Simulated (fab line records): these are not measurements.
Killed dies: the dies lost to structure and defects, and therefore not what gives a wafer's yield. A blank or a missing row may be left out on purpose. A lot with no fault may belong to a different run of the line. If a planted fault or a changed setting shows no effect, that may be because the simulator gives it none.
Struck lot and sound lot, side by side    flow sky130    16 steps out of a route of 708
Sound: the wafers L103.2, L103.3, L103.6. Struck: wafer L114.4 (left out: L114.6, a lot-mate that was not struck); the cause follows at the end.
Per side, at each step with rows, come the tool, then ch with its chambers, and then its first start. Under that, the readings that differ: sound wafers    struck wafers    difference of the means    sigmas: that difference in standard deviations of wafers without a fault.
alike: readings with means less than 2 such deviations apart, plus words and numbers identical on both sides. not compared: withheld readings, readings lacking a value on some wafer, bounds such as >300 that could conceal the same value, and numbers that have no deviation in the record and whose values overlap.
The two part at a step that has a row with sigmas, a row that says differs or no value, or rows on one side only. Numbers that have no deviation but don't overlap get no sigmas and don't part them. A reading that every wafer of one side lacks parts them only if that side has two wafers or more.

first, 3 steps without rows for these wafers: SKY_METAL1_EXPOSE_12 (exposes mask MM1, target cd 140 nm); SKY_METAL1_PEB_13; SKY_METAL1_DEVELOP_14 (develop time 60 s).
SKY_METAL1_CD_MEAS_15 targets a cd of 140 nm.
  struck on cd sem-01, day 38 09:10; sound on cd sem-01, day 34 18:40
  alike: cd nm
SKY_METAL1_OVL_MEAS_16:
  struck on overlay-01, day 38 09:14; sound on overlay-01, day 34 18:47
  alike: METAL1_OVL
SKY_METAL1_DESCUM_17: chemistry O2, time 8 s.
  sound on rie metal-01 ch 0,1, day 34 18:49; struck on rie metal-03 ch 1, day 38 09:16
reading                      sound        struck  difference  sigmas
drypump motor current A (A)  6.2 6.2 5.4  4.6     -1.3        -3
  alike: he backside leak sccm, oes product au
  not compared: rf hours counter h
SKY_METAL1_ETCH_18: etches BARC in N2/H2, stops on SiO2, time 45.9 s, target depth 60 nm.
  sound on rie metal-01 ch 0,1, day 34 18:50; struck on rie metal-03 ch 1, day 38 09:19
reading                      sound                 struck  difference  sigmas
drypump motor current A (A)  6.2 6.2 5.4           4.7     -1.2        -3
h2 flow sccm (sccm)          200.3 199.8 199.7     201.1   +1.2        +2
throttle valve pct (%)       13.212 13.213 13.236  13.240  +0.020      +2
  alike: he backside leak sccm, oes product au
  not compared: rf hours counter h
SKY_METAL1_METAL_ETCH_19: etches the open film in Cl2/BCl3, stops on SiO2, target depth 360 nm, time 78 s.
  sound on rie metal-01 ch 0,1, day 34 18:54; struck on rie metal-03 ch 1, day 38 09:23
reading                      sound        struck  difference  sigmas
drypump motor current A (A)  6.1 6.1 5.4  4.6     -1.3        -3
  alike: he backside leak sccm, oes product au, throttle valve pct
  not compared: rf hours counter h
SKY_METAL1_STRIP_20: strips in O2/N2.
  sound on plasma asher-04 ch 0,1, day 34 18:59; struck on plasma asher-03 ch 1, day 38 09:29
  alike: drypump motor current A, oes product au, strip time to endpoint s
  not compared: rf hours counter h
then, 3 steps without rows for these wafers: SKY_METAL1_STRIP_21 (strips in post etch residue remover, time 1200 s); SKY_METAL1_CLEAN_22 (cleans in IPA, time 180 s); SKY_METAL1_CLEAN_23 (cleans in O3/DIW).
SKY_VIA1_HDPCVD_00: deposits SiO2, target thk 1030 nm, time 171.7 s.
  sound on hdpcvd-01 ch 2, day 34 20:08; struck on hdpcvd-02 ch 1, day 38 10:08
reading                                   sound           struck  difference  sigmas
model.SiO2_of_VIA1_HDPCVD_00.thk nm (nm)  1042 1043 1029  596.4   -441.6      
SKY_VIA1_THK_MEAS_01:
  struck on film metro-03, day 38 10:16; sound on film metro-01, day 34 20:19
reading               sound           struck  difference  sigmas
VIA1_HDPCVD_THK (nm)  1042 1044 1028  596     -442        -37
SKY_VIA1_CMP_02: polishes SiO2.
  sound on cmp-02 ch 0,3, day 34 20:22; struck on cmp-02 ch 2, day 38 10:27
  alike: head pressure psi, motor current A, platen rpm, retaining ring pressure frac
-- the record jumps here: 12 days lie between the struck wafers' starts before and after (it left off in module VIA1 and takes up again in module PAD_OPEN, whose first step shown is number 708 of the route) --
SKY_PAD_OPEN_PROBE_99:
  struck on prober-01, day 50 09:52; sound on prober-02, day 47 16:20
reading                                sound              struck  difference  sigmas
model.etest.met2 comb.leak log10 a um  -11.81 -12 -11.96  -9.243  +2.680      

== WHERE THEY PART ==
At SKY_METAL1_DESCUM_17 first; at SKY_VIA1_THK_MEAS_01 last (within this record only). Later steps at which nothing parts them and some readings are alike: SKY_VIA1_CMP_02.

WHY: what the simulator had put in
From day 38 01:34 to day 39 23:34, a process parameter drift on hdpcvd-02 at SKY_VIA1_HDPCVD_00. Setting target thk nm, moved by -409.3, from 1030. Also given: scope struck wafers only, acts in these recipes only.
